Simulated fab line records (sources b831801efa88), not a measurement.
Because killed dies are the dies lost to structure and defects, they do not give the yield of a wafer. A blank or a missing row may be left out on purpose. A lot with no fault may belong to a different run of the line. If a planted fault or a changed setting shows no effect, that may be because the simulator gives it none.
Matching of chambers | flow gf180mcu | cmp-01 running GF_V2_CMP_04: 4 sister chambers
The step polishes SiO2. 4 wafers are shown with their chamber, then 7 later ones without.

== WAFERS, EACH WITH ITS CHAMBER ==
wafer  | chamber | time to endpoint s (s)
L320.4 | 3       | 78
L322.4 | 2       | 93
L324.1 | 1       | 75
L324.3 | 0       | 68

== WAFERS WITH NO CHAMBER GIVEN ==
wafer  | time to endpoint s (s)
L324.5 | 85
L328.1 | 66
L328.5 | 77
L328.6 | 87
L334.2 | 78
L334.3 | 69
L334.4 | 94

== CHAMBER TAKEN BY EACH ==
wafer  | from the rows above          | in truth
L324.5 | can't be placed: 3 or 2 or 1 | 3
L328.1 | can't be placed: 0 or 1      | 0
L328.5 | can't be placed: 3 or 1      | 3
L328.6 | can't be placed: 2 or 3 or 1 | 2
L334.2 | can't be placed: 3 or 1      | 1
L334.3 | can't be placed: 0 or 1      | 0
L334.4 | 2                            | 2
Correct placement for 1 of the 7. These rows do not allow placing 6 (true chamber among the candidates in 6). 0 placed wrongly.
How it was worked out, from the rows above alone: a wafer's distance from a chamber is the root of the sum, over the readings, of the square of ((its reading less the chamber's mean) divided by the reading's scatter). If the next closest chamber is less than 2 further off than the closest, the wafer can't be placed; otherwise it belongs to the closest. For every chamber, the mean is computed from those of its wafers that are shown. The scatter: root of mean squared gap, hidden wafer to nearest shown wafer, with one shown wafer a chamber.
